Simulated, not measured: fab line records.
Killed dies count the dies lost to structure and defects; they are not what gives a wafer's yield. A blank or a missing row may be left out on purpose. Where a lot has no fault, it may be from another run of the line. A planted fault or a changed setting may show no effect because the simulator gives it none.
Problem report, 8D (eight disciplines) form, completed by code -- flow sky130 -- the parts of the form that need people (team, actions taken, sign-off) are left out

## 1. THE PROBLEM
Across 3 wafers from 3 lots, FIELD_ISO_CVD_24_THK at SKY_FIELD_ISO_THK_MEAS_25 averages 910 nm, while fault-free wafers read 596 nm with a standard deviation of 6.8. Measured from the usual mean, that is +46 standard deviations.
First observed at day 3 23:47: wafer L688.5, on film-metro-01. The record holds 30 wafers of 12 lots with a number at this step. By rule, "out" or "out of limits" means more than 4 standard deviations away from the usual mean. All remaining wafers that have a number are taken as sound.

## 2. WHAT IT IS; WHAT IT IS NOT
question,is,is not
which readings at this step,FIELD_ISO_CVD_24_THK,-
which lots,"L688, L689, L692","L680, L681, L682, L684, L685, L686, L696, L700, L702"
which wafers of those lots,all that have a number,-
read on which gauges,film-metro-01,"film-metro-03, film-metro-04"
when,from day 3 23:47,"up to then (18 sound wafers); but 9 sound wafers of L696, L700, L702 came after"

## 3. THE SUSPECTS, EACH WITH WHAT RULES IT OUT
Counting: a tool stays on the suspect list if, at a process step up to the reading, it processed all lots that are out and no sound lot following the first of them.
- the gauge at SKY_FIELD_ISO_THK_MEAS_25: ruled out. All the wafers that are out were read on film-metro-01, but those of them that SKY_FIELD_ISO_CMP_27 has rows for are out there too, on other tools.
- hdpcvd-01 at SKY_FIELD_ISO_CVD_24 (deposits SiO2, target thk 595 nm, time 99.2 s): kept. All lots that are out passed through it, beginning with L688 at day 3 23:43, and no sound lot followed; its final sound lot before that point was L686 at day 3 14:48.
Remaining after the count: hdpcvd-01 at SKY_FIELD_ISO_CVD_24.

## 4. THE CAUSE (what the simulator had put in)
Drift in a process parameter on hdpcvd-01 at SKY_FIELD_ISO_CVD_24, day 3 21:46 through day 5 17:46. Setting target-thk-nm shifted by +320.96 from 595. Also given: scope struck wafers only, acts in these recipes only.
This tool alone remained once counting was done.

## 5. THE EFFECT CHAIN, in route order
One row per reading whose mean, taken over the struck wafers that have a number, lies over 3 standard deviations from the usual. Scope: only readings with a usual standard deviation given in the record; hours: median across lots of the time from each lot's start at the first step in this table that gives one to its start at this step; sigmas: change in usual standard deviations.
hours,step,reading,usual,on struck wafers,change,sigmas
0,SKY_FIELD_ISO_THK_MEAS_25,FIELD_ISO_CVD_24_THK,596 nm,910,+314,+46
9,SKY_FIELD_ISO_CMP_27,time-to-endpoint-s,115 s,176,+61,+19
It contains these process steps:
- SKY_FIELD_ISO_CMP_27: polishes, stops on Si3N4, t overpolish 16 s, target thk 457.8 nm.

## 6. WHAT WOULD HAVE CAUGHT IT SOONER
In this record the first reading out of limits at a measuring or inspecting step was taken at day 3 23:47, 2 hours after the fault began at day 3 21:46.
An alarm limit of 4 standard deviations would not have fired on the tool readings at SKY_FIELD_ISO_CVD_24 for which the record gives a usual standard deviation, since none of them was out on any struck wafer.
Lots out: 3; of these, L689, L692 started SKY_FIELD_ISO_CVD_24 on hdpcvd-01 after day 3 23:47. A hold on the tool at that time would have spared those 2.
